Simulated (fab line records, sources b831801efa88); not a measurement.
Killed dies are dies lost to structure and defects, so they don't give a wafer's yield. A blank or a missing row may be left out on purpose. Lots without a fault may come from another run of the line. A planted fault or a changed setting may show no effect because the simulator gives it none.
fab line records | flow gf180mcu
record lots=24 wafers=72 last_day=34
route steps=602 shown STI@16 LVPWELL@64 CONTACT@302 V1@361 M2@379 MIM@506
lots that met no fault: from a run of the same line without faults
start_h: hours from the record's first day to the start of the lot's first wafer shown | wait_h: hours since the lot's step before | " the same as in the row above | L1.1+2: a row that stands for several wafers | - no value, or no start given | * or withheld: withheld | < > ~ a bound
route shown NAME@n: a module of which the file shows steps, and the number in the route of the first | usual: mean/standard deviation of fault-free wafers | same: alike in all rows | chamber/n: place in a boat | sites: the reading at each site | _std_site: their standard deviation | _edge_site: outer sites' mean less inner sites' | radius_mm: how far each site lies from the wafer's centre | mask NAME#n: copy n | behind: the tool/chamber that last shaped the wafer | hold: why the lot was held/for how many hours/how that ended | device: the transistor (n, p or np) that didn't switch | end of line: the same wafers' tests at the end of the route | a step without rows: its recipe alone | killed: dies lost to structure and defects at the first sort, not the wafer's yield | map: a wafer's dies, x killed, . not, _ none there
set.NAME: the setting as run; set.NAME@STEP: as run at that earlier step | model.NAME: the simulator's own value behind a step, which no gauge read
steps of the route over a sample of lots; a table a step, a row a wafer
services: from which hour (start_h, from the record's first day; less than 0 if before it) a tool's chamber was out of use, for how many hours, and why
## steps
# step GF_STI_STRIP_15
# recipe chemistry=O2/N2 power_w=1400 pressure_mtorr=1500 platen_temp_c=250 o2_flow_sccm=3000 n2_flow_sccm=300 overash_fraction=0.5
# usual drypump_motor_current_A=5.6/0.56 heater_power_w=296/16 n2_flow_sccm=299.8/0.95 oes_product_au=0.384/0.0055 strip_time_to_endpoint_s=3.74/0.049
# columns lot.wafer tool chamber start_h wait_h drypump_motor_current_A heater_power_w n2_flow_sccm oes_product_au rf_hours_counter_h strip_time_to_endpoint_s
L074.1 plasma_asher-03 0 25.25 0.0 6.4 279 299.3 0.387 23 3.74
L074.2 " 1 " " 6.0 306 300.4 0.393 23 3.80
L074.6 " 0 " " 6.5 279 299.9 0.390 - 3.73
L075.2 plasma_asher-02 0 30.79 0.0 5.3 291 299.9 0.387 41 3.71
L075.4 " 1 " " 4.9 317 298.9 0.386 - 3.82
L075.5 " 1 " " 5.0 322 300.7 0.380 - 3.71
L076.4 plasma_asher-04 0 37.16 0.1 5.7 310 300.1 0.377 - 3.67
L076.5 " 1 " " 5.0 278 299.9 0.373 - 3.65
L076.6 " 0 " " 5.7 313 298.3 0.375 - 3.60
L077.2 plasma_asher-02 1 41.22 0.0 4.9 324 300.3 0.381 43 3.69
L077.3 " 0 " " 5.3 290 299.7 0.381 - 3.77
L077.6 " 1 " " 5.0 311 298.7 0.385 - 3.71
L078.1 plasma_asher-02 0 45.77 0.0 5.3 295 298.9 0.390 43 3.74
L078.2 " 1 " " 4.9 319 299.2 0.382 43 3.69
L078.6 " 1 " " 4.9 318 298.6 0.378 - 3.78
L079.1 plasma_asher-03 0 51.42 0.0 6.4 281 299.6 0.386 25 3.73
L079.3 " 0 " " 6.4 282 301.4 0.377 - 3.70
L079.4 " 1 " " 6.0 304 300.6 0.381 - 3.72
L080.1 plasma_asher-04 1 57.32 0.0 5.0 273 301.3 0.381 36 3.68
L080.3 " 0 " " 5.7 306 300.0 0.386 - 3.74
L080.4 " 1 " " 5.0 278 301.0 0.385 - 3.74
L081.2 plasma_asher-03 0 61.62 0.0 6.4 270 301.0 0.381 26 3.69
L081.4 " 1 " " 6.0 313 299.2 0.386 - 3.72
L081.5 " 0 " " 6.4 279 301.1 0.383 - 3.70
L082.1 plasma_asher-04 1 66.94 0.0 5.0 278 300.6 0.372 37 3.70
L082.5 " 0 " " 5.7 314 301.2 0.388 - 3.78
L082.6 " 1 " " 5.0 273 300.0 0.380 - 3.69
L083.2 plasma_asher-03 0 71.29 0.0 6.4 278 300.8 0.388 27 3.69
L083.4 " 1 " " 6.0 302 300.8 0.382 - 3.68
L083.5 " 1 " " 6.0 304 299.4 0.377 - 3.69
L084.3 plasma_asher-04 1 78.01 0.1 5.0 281 300.7 0.386 - 3.80
L084.4 " 0 " " 5.7 307 299.5 0.384 - 3.68
L084.6 " 0 " " 5.7 307 299.7 0.379 - 3.79
L085.1 plasma_asher-02 0 82.37 0.0 5.3 289 299.5 0.386 47 3.79
L085.2 " 1 " " 4.9 312 300.3 0.381 47 3.75
L085.3 " 1 " " 4.9 322 300.5 0.381 - 3.74
L086.3 plasma_asher-04 1 87.97 0.1 5.1 285 300.2 0.384 - 3.65
L086.4 " 0 " " 5.7 319 299.5 0.382 - 3.70
L086.5 " 0 " " 5.7 309 298.5 0.385 - 3.69
L087.4 plasma_asher-04 0 91.61 0.1 5.7 316 300.6 0.380 - 3.70
L087.5 " 0 " " 5.7 312 302.2 0.385 - 3.78
L087.6 " 1 " " 5.0 276 297.8 0.380 - 3.70
L088.4 plasma_asher-04 1 98.74 0.1 5.0 277 298.4 0.378 - 3.83
L088.5 " 1 " " 5.0 274 300.3 0.383 - 3.74
L088.6 " 0 " " 5.7 313 298.3 0.396 - 3.86
L089.1 plasma_asher-03 1 102.80 0.0 6.0 302 300.2 0.377 31 3.70
L089.3 " 1 " " 6.0 301 299.3 0.382 - 3.77
L089.6 " 1 " " 6.0 302 298.9 0.390 - 3.75
L090.1 plasma_asher-03 1 107.99 0.0 6.0 298 300.3 0.388 31 3.70
L090.2 " 0 " " 6.5 270 300.5 0.395 31 3.75
L090.3 " 0 " " 6.4 265 299.4 0.379 - 3.71
L091.4 plasma_asher-02 0 113.47 0.1 5.2 290 300.9 0.387 - 3.78
L091.5 " 0 " " 5.2 292 300.4 0.385 - 3.69
L091.6 " 1 " " 4.9 315 300.1 0.390 - 3.87
L092.2 plasma_asher-02 1 118.50 0.0 4.9 324 299.8 0.382 51 3.74
L092.3 " 1 " " 4.9 321 300.8 0.378 - 3.76
L092.4 " 0 " " 5.2 294 299.1 0.385 - 3.66
L093.1 plasma_asher-03 0 123.25 0.0 6.4 281 298.9 0.378 33 3.80
L093.3 " 0 " " 6.4 280 298.9 0.392 - 3.72
L093.5 " 0 " " 6.4 278 299.1 0.380 - 3.72
L094.1 plasma_asher-03 1 128.92 0.0 6.0 301 298.6 0.388 34 3.74
L094.4 " 0 " " 6.5 280 298.9 0.385 - 3.76
L094.5 " 0 " " 6.4 275 299.9 0.395 - 3.73
L095.1 plasma_asher-03 1 133.62 0.0 6.0 306 299.9 0.377 34 3.73
L095.4 " 1 " " 6.0 307 299.6 0.382 - 3.71
L095.5 " 0 " " 6.4 278 299.0 0.387 - 3.73
L096.2 plasma_asher-03 1 138.79 0.0 6.0 303 301.0 0.376 34 3.75
L096.4 " 1 " " 6.0 309 301.6 0.391 - 3.74
L096.5 " 0 " " 6.4 281 299.2 0.385 - 3.76
L097.2 plasma_asher-02 1 145.45 0.0 4.9 312 299.4 0.377 54 3.74
L097.3 " 0 " " 5.2 290 300.1 0.376 - 3.75
L097.6 " 1 " " 5.0 313 299.4 0.384 - 3.70
# step GF_LVPWELL_STRIP_10
# recipe chemistry=O2/N2 power_w=1400 pressure_mtorr=1500 platen_temp_c=250 o2_flow_sccm=3000 n2_flow_sccm=300 overash_fraction=0.5
# usual drypump_motor_current_A=6.0/0.41 heater_power_w=299/19 n2_flow_sccm=300.0/0.86 oes_product_au=0.722/0.005 strip_time_to_endpoint_s=36.94/0.11
# columns lot.wafer tool chamber start_h wait_h drypump_motor_current_A heater_power_w n2_flow_sccm oes_product_au rf_hours_counter_h strip_time_to_endpoint_s
L074.1 plasma_asher-01 1 68.77 0.1 6.1 300 300.1 0.717 41 37.00
L074.2 " 0 " " 6.1 319 298.7 0.715 41 37.09
L074.6 " 0 " " 6.1 326 299.3 0.726 - 36.90
L075.2 plasma_asher-04 1 74.04 0.1 5.0 275 299.2 0.715 38 36.82
L075.4 " 1 " " 5.0 280 300.2 0.733 - 36.72
L075.5 " 0 " " 5.7 309 300.0 0.724 - 36.69
L076.4 plasma_asher-04 0 81.87 0.1 5.7 314 298.6 0.717 - 36.74
L076.5 " 1 " " 5.0 280 301.3 0.721 - 36.88
L076.6 " 0 " " 5.7 313 299.7 0.717 - 36.87
L077.2 plasma_asher-01 0 85.09 0.1 6.1 327 299.7 0.732 42 36.85
L077.3 " 1 " " 6.1 303 299.8 0.726 - 36.86
L077.6 " 1 " " 6.1 292 299.8 0.714 - 36.89
L078.1 plasma_asher-03 1 91.29 0.1 6.0 304 300.7 0.729 29 36.78
L078.2 " 0 " " 6.4 285 300.5 0.727 29 36.72
L078.6 " 0 " " 6.4 276 299.4 0.715 - 36.94
L079.1 plasma_asher-03 1 96.49 0.1 6.0 311 299.1 0.722 30 36.86
L079.3 " 1 " " 6.0 305 299.5 0.722 - 37.01
L079.4 " 0 " " 6.4 284 298.8 0.721 - 37.02
L080.1 plasma_asher-01 0 101.09 0.1 6.1 327 299.4 0.724 44 36.87
L080.3 " 1 " " 6.0 307 297.9 0.715 - 36.97
L080.4 " 0 " " 6.1 315 299.5 0.718 - 36.89
L081.2 plasma_asher-03 1 110.09 0.1 6.0 311 299.8 0.737 31 37.05
L081.4 " 0 " " 6.4 275 300.1 0.722 - 37.06
L081.5 " 0 " " 6.4 281 302.2 0.718 - 37.02
L082.1 plasma_asher-03 1 113.16 0.1 6.0 303 300.2 0.720 32 36.98
L082.5 " 1 " " 6.0 306 299.1 0.721 - 36.93
L082.6 " 0 " " 6.4 272 300.2 0.726 - 37.04
L083.2 plasma_asher-01 0 118.49 0.1 6.1 325 300.9 0.726 0 37.05
L083.4 " 0 " " 6.1 332 302.1 0.723 - 36.97
L083.5 " 1 " " 6.1 298 300.3 0.721 - 37.04
L084.3 plasma_asher-04 0 127.32 0.1 5.7 319 300.0 0.722 - 37.02
L084.4 " 1 " " 5.0 287 301.2 0.725 - 37.05
L084.6 " 1 " " 5.0 278 301.0 0.723 - 36.95
L085.1 plasma_asher-03 0 130.69 0.1 6.4 274 300.7 0.715 34 37.02
L085.2 " 1 " " 6.0 297 299.8 0.725 34 37.03
L085.3 " 1 " " 6.0 297 300.4 0.724 - 37.04
L086.3 plasma_asher-01 1 136.75 0.1 6.0 298 298.6 0.727 - 37.01
L086.4 " 0 " " 6.1 335 301.1 0.723 - 36.90
L086.5 " 1 " " 6.0 288 299.3 0.726 - 37.02
L087.4 plasma_asher-03 0 142.50 0.1 6.4 275 299.8 0.712 - 37.06
L087.5 " 0 " " 6.4 271 298.0 0.725 - 37.06
L087.6 " 1 " " 6.0 302 299.3 0.717 - 37.02
L088.4 plasma_asher-01 1 147.37 0.1 6.0 288 298.9 0.728 - 37.00
L088.5 " 1 " " 6.1 289 299.7 0.716 - 36.93
L088.6 " 0 " " 6.1 333 300.5 0.720 - 37.03
L089.1 plasma_asher-04 1 154.19 0.1 5.1 281 301.3 0.724 46 36.87
L089.3 " 0 " " 5.7 309 299.7 0.717 - 36.71
L089.6 " 0 " " 5.7 296 300.7 0.723 - 36.90
L090.1 plasma_asher-03 1 159.09 0.1 6.0 297 301.3 0.726 36 37.06
L090.2 " 0 " " 6.4 276 299.8 0.723 36 37.24
L090.3 " 0 " " 6.4 278 301.5 0.725 - 36.99
L091.4 plasma_asher-01 0 164.32 0.1 6.1 334 299.8 0.728 - 37.07
L091.5 " 0 " " 6.1 332 299.4 0.713 - 37.04
L091.6 " 1 " " 6.0 287 300.6 0.724 - 37.15
L092.2 plasma_asher-04 1 169.29 0.1 5.0 276 300.1 0.720 48 36.86
L092.3 " 1 " " 5.0 278 298.9 0.726 - 37.02
L092.4 " 0 " " 5.7 309 299.9 0.727 - 36.95
L093.1 plasma_asher-04 1 176.26 0.1 5.0 277 298.7 0.720 49 36.91
L093.3 " 0 " " 5.7 311 300.2 0.733 - 36.84
L093.5 " 1 " " 5.0 280 299.9 0.722 - 36.91
L094.1 plasma_asher-01 1 183.71 0.1 6.0 290 299.2 0.716 7 36.84
L094.4 " 1 " " 6.1 294 300.2 0.717 - 36.75
L094.5 " 0 " " 6.1 337 300.0 0.721 - 36.82
L095.1 plasma_asher-03 0 186.88 0.1 6.5 279 299.7 0.721 38 37.03
L095.4 " 0 " " 6.4 274 300.3 0.730 - 36.89
L095.5 " 0 " " 6.4 279 300.3 0.727 - 37.03
L096.2 plasma_asher-03 1 193.06 0.1 6.0 306 299.6 0.714 38 36.77
L096.4 " 0 " " 6.4 270 300.3 0.726 - 36.81
L096.5 " 1 " " 6.0 302 300.7 0.717 - 36.87
L097.2 plasma_asher-01 0 204.78 0.1 6.1 333 300.5 0.720 9 36.87
L097.3 " 1 " " 6.1 304 301.2 0.727 - 36.80
L097.6 " 0 " " 6.1 332 300.0 0.710 - 36.83
# step GF_CONTACT_OVL_MEAS_15
# usual CONTACT_OVL=0/5.5
# columns lot.wafer tool chamber start_h wait_h CONTACT_OVL[nm]
L074.1 overlay-02 - 361.33 0.1 -5
L074.2 " - " " -5
L074.6 " - " " 3
L075.2 overlay-01 - 368.14 0.1 -10
L075.4 " - " " -10
L075.5 " - " " -8
L076.4 overlay-01 - 382.50 0.1 -8
L076.5 " - " " -12
L076.6 " - " " -9
L077.2 overlay-01 - 387.72 0.1 3
L077.3 " - " " -6
L077.6 " - " " -1
L078.1 overlay-01 - 397.67 0.1 0
L078.2 " - " " 7
L078.6 " - " " 5
L079.1 overlay-01 - 408.46 0.1 2
L079.3 " - " " 3
L079.4 " - " " 7
L080.1 overlay-01 - 410.56 0.1 13
L080.3 " - " " 1
L080.4 " - " " 2
L081.2 overlay-02 - 429.62 0.1 -7
L081.4 " - " " -1
L081.5 " - " " -10
L082.1 overlay-01 - 432.26 0.1 -5
L082.5 " - " " -3
L082.6 " - " " 0
L083.2 overlay-01 - 439.52 0.1 1
L083.4 " - " " 6
L083.5 " - " " 3
L084.3 overlay-02 - 455.24 0.1 -4
L084.4 " - " " 2
L084.6 " - " " -5
L085.1 overlay-02 - 464.46 0.1 3
L085.2 " - " " 4
L085.3 " - " " 5
L086.3 overlay-01 - 470.47 0.1 -5
L086.4 " - " " -4
L086.5 " - " " 0
L087.4 overlay-02 - 473.63 0.1 0
L087.5 " - " " 1
L087.6 " - " " 1
L088.4 overlay-02 - 487.58 0.1 5
L088.5 " - " " 3
L088.6 " - " " 3
L089.1 overlay-02 - 495.46 0.1 2
L089.3 " - " " -1
L089.6 " - " " 4
L090.1 overlay-02 - 505.98 0.1 0
L090.2 " - " " -4
L090.3 " - " " 2
L091.4 overlay-02 - 511.23 0.1 6
L091.5 " - " " 14
L091.6 " - " " 8
L092.2 overlay-01 - 518.42 0.1 -1
L092.3 " - " " -3
L092.4 " - " " 4
L093.1 overlay-01 - 526.86 0.1 8
L093.3 " - " " 11
L093.5 " - " " 1
L094.1 overlay-02 - 537.89 0.1 0
L094.4 " - " " 5
L094.5 " - " " -1
L095.1 overlay-01 - 541.27 0.1 -5
L095.4 " - " " 4
L095.5 " - " " 2
L096.2 overlay-01 - 548.58 0.1 2
L096.4 " - " " -5
L096.5 " - " " -1
L097.2 overlay-02 - 565.62 0.1 -15
L097.3 " - " " -10
L097.6 " - " " -7
# step GF_V1_CMP_26
# recipe stop_on=SiO2 down_force_psi=3.5 platen_rpm=60 t_overpolish_s=15 target_thk_nm=0 pad_velocity_m_s=0.94248
# usual motor_current_A=10.6/1.1 overpolish_run_s=15.000/0.0077 time_to_endpoint_s=84/4.5
# same t_overpolish_s=15
# columns lot.wafer tool chamber start_h wait_h motor_current_A overpolish_run_s time_to_endpoint_s
L074.1 cmp-02 3 410.83 0.1 9.2 15.009 82
L074.2 " 0 " " 9.5 15.002 84
L074.6 " 3 " " 9.4 14.998 85
L075.2 cmp-01 3 418.68 0.0 11.6 15.001 81
L075.4 " 2 " " 11.5 14.999 88
L075.5 " 0 " " 10.3 14.996 82
L076.4 cmp-01 0 434.51 0.2 10.3 14.991 85
L076.6 " 1 " " 11.4 14.987 87
L076.5 " 2 " " 11.2 14.997 86
L077.3 cmp-02 2 439.53 0.1 11.7 14.991 91
L077.2 " 3 " " 9.0 15.003 93
L077.6 " 2 " " 11.1 15.005 87
L078.1 cmp-01 0 450.07 0.1 10.0 15.006 86
L078.2 " 1 " " 11.6 14.996 86
L078.6 " 1 " " 12.2 15.010 84
L079.1 cmp-02 2 461.22 0.1 11.7 14.987 81
L079.4 " 3 " " 9.2 14.999 84
L079.3 " 0 " " 10.1 14.997 84
L080.4 cmp-01 0 463.67 0.0 10.7 14.990 89
L080.3 " 1 " " 11.9 14.991 87
L080.1 " 2 " " 11.4 14.983 86
L081.4 cmp-02 2 482.11 0.0 11.4 14.995 82
L081.2 " 0 " " 10.1 14.998 81
L081.5 " 2 " " 11.4 15.001 86
L082.1 cmp-02 3 484.41 0.1 9.5 15.007 88
L082.5 " 2 " " 11.4 14.997 83
L082.6 " 3 " " 9.5 15.004 88
L083.4 cmp-01 0 492.03 0.1 10.6 15.007 89
L083.2 " 1 " " 12.0 14.991 89
L083.5 " 0 " " 10.1 14.990 87
L084.4 cmp-02 3 506.90 0.0 9.3 14.995 85
L084.3 " 0 " " 10.7 15.006 88
L084.6 " 3 " " 9.4 14.997 88
L085.3 cmp-02 2 515.76 0.1 11.0 15.007 81
L085.2 " 3 " " 9.5 15.004 85
L085.1 " 0 " " 10.0 14.998 83
L086.4 cmp-01 1 521.46 0.0 12.2 14.991 83
L086.3 " 0 " " 10.9 14.994 85
L086.5 " 2 " " 11.2 14.994 88
L087.4 cmp-01 2 524.93 0.2 11.9 14.998 90
L087.5 " 3 " " 11.8 15.008 86
L087.6 " 0 " " 10.7 14.999 87
L088.4 cmp-01 3 538.44 0.2 11.8 14.997 86
L088.5 " 0 " " 10.8 14.995 84
L088.6 " 1 " " 11.9 15.006 83
L089.3 cmp-02 1 545.81 0.1 9.3 15.011 73
L089.1 " 2 " " 11.3 15.016 87
L089.6 " 0 " " 9.3 15.012 81
L090.2 cmp-02 2 555.20 0.1 11.5 15.003 86
L090.1 " 3 " " 9.4 14.983 87
L090.3 " 0 " " 9.8 15.001 80
L091.4 cmp-02 1 561.05 0.1 8.8 15.008 78
L091.6 " 3 " " 9.1 14.988 84
L091.5 " 0 " " 9.9 14.996 83
L092.2 cmp-01 0 568.30 0.1 10.8 15.006 84
L092.4 " 1 " " 11.7 15.014 82
L092.3 " 2 " " 11.2 15.005 89
L093.1 cmp-02 1 574.96 0.1 9.1 15.009 74
L093.3 " 3 " " 9.2 15.001 85
L093.5 " 0 " " 9.7 15.013 81
L094.4 cmp-02 1 586.20 0.0 9.3 14.997 77
L094.1 " 0 " " 9.8 14.999 85
L094.5 " 1 " " 9.0 15.012 74
L095.4 cmp-02 2 588.67 0.0 11.5 15.008 82
L095.1 " 3 " " 9.3 14.977 83
L095.5 " 2 " " 11.6 14.998 84
L096.4 cmp-02 2 596.43 0.1 11.8 14.989 80
L096.2 " 3 " " 8.7 14.989 82
L096.5 " 1 " " 8.8 15.005 73
L097.3 cmp-01 1 612.85 0.0 11.4 15.001 85
L097.2 " 3 " " 12.2 15.004 81
L097.6 " 2 " " 11.8 15.007 90
# step GF_M2_STRIP_17
# recipe chemistry=O2/N2 power_w=1400 pressure_mtorr=1500 platen_temp_c=250 o2_flow_sccm=3000 n2_flow_sccm=300 overash_fraction=0.5
# usual drypump_motor_current_A=5.5/0.51 heater_power_w=296/16 n2_flow_sccm=299.8/1 oes_product_au=0.537/0.0048 strip_time_to_endpoint_s=7.37/0.051
# columns lot.wafer tool chamber start_h wait_h drypump_motor_current_A heater_power_w n2_flow_sccm oes_product_au rf_hours_counter_h strip_time_to_endpoint_s
L074.1 plasma_asher-04 0 435.31 0.1 5.7 308 299.2 0.538 76 7.33
L074.2 " 1 " " 5.0 289 300.1 0.539 76 7.40
L074.6 " 0 " " 5.7 303 300.3 0.535 - 7.32
L075.2 plasma_asher-02 0 444.18 0.1 5.2 299 298.4 0.542 1 7.33
L075.4 " 1 " " 4.9 321 299.6 0.536 - 7.35
L075.5 " 0 " " 5.2 306 300.6 0.532 - 7.35
L076.4 plasma_asher-04 1 460.22 0.1 5.1 281 300.3 0.537 - 7.39
L076.5 " 0 " " 5.7 316 299.1 0.544 - 7.43
L076.6 " 1 " " 5.1 275 301.1 0.537 - 7.44
L077.2 plasma_asher-03 0 464.98 0.1 6.4 272 298.6 0.546 66 7.36
L077.3 " 0 " " 6.4 274 298.4 0.539 - 7.36
L077.6 " 0 " " 6.4 272 298.0 0.536 - 7.36
L078.1 plasma_asher-03 1 475.45 0.1 6.0 310 299.8 0.541 67 7.41
L078.2 " 0 " " 6.4 273 298.9 0.538 67 7.42
L078.6 " 1 " " 6.0 304 300.4 0.549 - 7.45
L079.1 plasma_asher-04 1 485.59 0.1 5.0 269 300.7 0.540 81 7.31
L079.3 " 1 " " 5.0 283 299.6 0.535 - 7.30
L079.4 " 0 " " 5.7 312 299.2 0.534 - 7.32
L080.1 plasma_asher-04 0 488.08 0.1 5.7 320 299.6 0.529 81 7.38
L080.3 " 0 " " 5.7 313 299.8 0.535 - 7.36
L080.4 " 1 " " 5.0 282 300.2 0.531 - 7.36
L081.2 plasma_asher-04 0 506.49 0.1 5.7 305 300.3 0.538 83 7.39
L081.4 " 1 " " 5.1 275 300.7 0.536 - 7.41
L081.5 " 0 " " 5.7 313 300.7 0.536 - 7.38
L082.1 plasma_asher-03 0 509.04 0.1 6.4 270 301.2 0.538 71 7.39
L082.5 " 0 " " 6.4 285 301.1 0.534 - 7.25
L082.6 " 1 " " 6.0 297 297.6 0.535 - 7.41
L083.2 plasma_asher-02 0 516.21 0.1 5.3 299 298.8 0.538 8 7.42
L083.4 " 1 " " 4.9 321 299.1 0.537 - 7.29
L083.5 " 1 " " 4.9 321 299.7 0.528 - 7.42
L084.3 plasma_asher-03 1 530.56 0.1 6.0 299 299.2 0.543 - 7.35
L084.4 " 0 " " 6.4 279 300.2 0.532 - 7.30
L084.6 " 1 " " 6.0 290 300.2 0.532 - 7.37
L085.1 plasma_asher-04 0 539.01 0.1 5.7 312 300.0 0.536 87 7.30
L085.2 " 1 " " 5.0 284 298.9 0.541 87 7.38
L085.3 " 1 " " 5.0 280 299.2 0.542 - 7.36
L086.3 plasma_asher-02 0 545.03 0.1 5.3 302 299.9 0.535 - 7.38
L086.4 " 1 " " 4.9 312 301.4 0.527 - 7.32
L086.5 " 1 " " 4.9 318 300.6 0.538 - 7.31
L087.4 plasma_asher-02 0 548.24 0.1 5.2 298 299.2 0.536 - 7.35
L087.5 " 1 " " 4.9 320 301.0 0.532 - 7.33
L087.6 " 0 " " 5.2 298 299.8 0.538 - 7.34
L088.4 plasma_asher-04 0 562.03 0.1 5.7 303 298.0 0.540 - 7.37
L088.5 " 1 " " 5.0 280 300.8 0.536 - 7.43
L088.6 " 0 " " 5.7 310 299.5 0.535 - 7.33
L089.1 plasma_asher-02 0 569.11 0.1 5.3 302 300.1 0.534 15 7.27
L089.3 " 0 " " 5.3 298 300.3 0.534 - 7.33
L089.6 " 1 " " 5.0 329 299.4 0.537 - 7.36
L090.1 plasma_asher-03 1 578.23 0.1 6.0 301 299.3 0.541 78 7.34
L090.2 " 0 " " 6.4 277 298.9 0.539 78 7.40
L090.3 " 0 " " 6.4 274 299.7 0.542 - 7.41
L091.4 plasma_asher-04 0 583.19 0.1 5.7 309 298.8 0.540 - 7.45
L091.5 " 0 " " 5.7 314 299.6 0.539 - 7.40
L091.6 " 1 " " 5.0 279 298.8 0.538 - 7.38
L092.2 plasma_asher-04 1 589.91 0.1 5.0 285 301.1 0.537 92 7.49
L092.3 " 1 " " 5.1 277 300.8 0.531 - 7.36
L092.4 " 0 " " 5.7 312 299.2 0.543 - 7.46
L093.1 plasma_asher-04 1 596.94 0.1 5.0 281 301.3 0.530 93 7.40
L093.3 " 0 " " 5.7 306 299.7 0.551 - 7.40
L093.5 " 1 " " 5.0 277 301.2 0.537 - 7.44
L094.1 plasma_asher-03 0 607.08 0.1 6.5 271 299.7 0.543 81 7.42
L094.4 " 0 " " 6.4 278 300.7 0.537 - 7.40
L094.5 " 1 " " 6.0 309 301.8 0.539 - 7.41
L095.1 plasma_asher-04 1 610.93 0.1 5.0 279 301.3 0.537 94 7.41
L095.4 " 1 " " 5.1 277 300.4 0.535 - 7.28
L095.5 " 1 " " 5.0 282 299.9 0.522 - 7.24
L096.2 plasma_asher-04 0 617.66 0.1 5.7 315 300.1 0.543 95 7.38
L096.4 " 0 " " 5.7 315 299.9 0.534 - 7.40
L096.5 " 1 " " 5.0 275 300.2 0.536 - 7.40
L097.2 plasma_asher-04 0 633.51 0.1 5.7 316 300.9 0.537 97 7.41
L097.3 " 0 " " 5.7 312 300.8 0.533 - 7.35
L097.6 " 1 " " 5.0 280 298.5 0.542 - 7.37
# step GF_MIM_SPUTTER_03
# recipe material=Ti target_thk_nm=10 substrate_temp_c=300 chamber_pressure_pa=0.3 power_w=3000 time_s=6.7
# usual throttle_valve_pct=30.2/1.4
# same time_s=6.7
# columns lot.wafer tool chamber start_h wait_h throttle_valve_pct
L074.1 pvd_sputter-02 - 561.68 0.0 31.9
L074.2 " - " " 29.2
L074.6 " - " " 30.5
L075.2 pvd_sputter-02 - 571.61 0.0 31.9
L075.4 " - " " 29.2
L075.5 " - " " 31.9
L076.4 pvd_sputter-03 - 583.56 0.0 29.6
L076.5 " - " " 28.4
L076.6 " - " " 32.6
L077.2 pvd_sputter-01 - 588.17 0.0 32.2
L077.3 " - " " 30.1
L077.6 " - " " 29.2
L078.1 pvd_sputter-02 - 597.40 0.0 31.7
L078.2 " - " " 30.8
L078.6 " - " " 29.3
L079.1 pvd_sputter-02 - 605.94 0.0 29.5
L079.3 " - " " 28.1
L079.4 " - " " 30.4
L080.1 pvd_sputter-01 - 608.01 0.0 32.4
L080.3 " - " " 29.1
L080.4 " - " " 30.1
L081.2 pvd_sputter-02 - 624.25 0.0 32.0
L081.4 " - " " 30.6
L081.5 " - " " 29.1
L082.1 pvd_sputter-03 - 626.75 0.0 32.5
L082.5 " - " " 28.4
L082.6 " - " " 29.6
L083.2 pvd_sputter-02 - 634.05 0.0 30.3
L083.4 " - " " 31.7
L083.5 " - " " 30.5
L084.3 pvd_sputter-01 - 647.03 0.0 32.4
L084.4 " - " " 29.4
L084.6 " - " " 32.7
L085.1 pvd_sputter-03 - 654.24 0.0 29.5
L085.2 " - " " 32.7
L085.3 " - " " 28.4
L086.3 pvd_sputter-02 - 657.68 0.0 28.2
L086.4 " - " " 29.5
L086.5 " - " " 28.2
L087.4 pvd_sputter-01 - 661.41 0.0 29.3
L087.5 " - " " 29.2
L087.6 " - " " 32.3
L088.4 pvd_sputter-01 - 672.67 0.0 30.2
L088.5 " - " " 30.1
L088.6 " - " " 29.2
L089.1 pvd_sputter-02 - 677.98 0.0 29.6
L089.3 " - " " 31.8
L089.6 " - " " 30.5
L090.1 pvd_sputter-01 - 687.41 0.0 30.0
L090.2 " - " " 29.2
L090.3 " - " " 29.0
L091.4 pvd_sputter-03 - 691.93 0.0 32.6
L091.5 " - " " 32.5
L091.6 " - " " 28.4
L092.2 pvd_sputter-01 - 696.90 0.0 32.5
L092.3 " - " " 29.0
L092.4 " - " " 29.6
L093.1 pvd_sputter-02 - 705.91 0.0 31.7
L093.3 " - " " 29.4
L093.5 " - " " 27.9
L094.1 pvd_sputter-02 - 713.03 0.0 28.1
L094.4 " - " " 30.5
L094.5 " - " " 31.7
L095.1 pvd_sputter-02 - 716.43 0.0 31.8
L095.4 " - " " 30.5
L095.5 " - " " 31.6
L096.2 pvd_sputter-02 - 722.62 0.0 28.0
L096.4 " - " " 30.4
L096.5 " - " " 31.5
L097.2 pvd_sputter-01 - 736.28 0.0 32.5
L097.3 " - " " 29.9
L097.6 " - " " 28.9
## services
# columns tool chamber start_h hours kind
cmp-02 - 15.47 7.4 pm
cmp-02 - 32.00 1.2 repair
cmp-02 - 41.32 0.9 repair
cmp-02 - 64.19 4.0 pm
pvd_sputter-02 - 101.08 1.4 repair
plasma_asher-03 - 155.46 1.3 repair
plasma_asher-03 - 161.35 15.6 pm
cmp-02 - 262.81 2.5 repair
pvd_sputter-02 - 270.84 1.5 repair
cmp-02 - 384.47 5.0 pm
cmp-02 - 404.39 4.0 pm
plasma_asher-02 - 421.25 9.0 pm
pvd_sputter-02 - 434.48 1.1 repair
cmp-02 - 436.92 0.4 repair
cmp-02 - 457.95 1.2 repair
cmp-02 - 484.66 9.7 pm
cmp-02 - 499.68 2.0 repair
cmp-02 - 508.18 7.0 pm
plasma_asher-04 - 577.06 2.2 repair
cmp-02 - 609.25 4.4 repair
plasma_asher-03 - 627.01 10.0 pm
plasma_asher-03 - 692.87 0.3 repair
plasma_asher-03 - 722.71 2.2 repair
plasma_asher-04 - 733.75 9.0 pm
## key
fault none
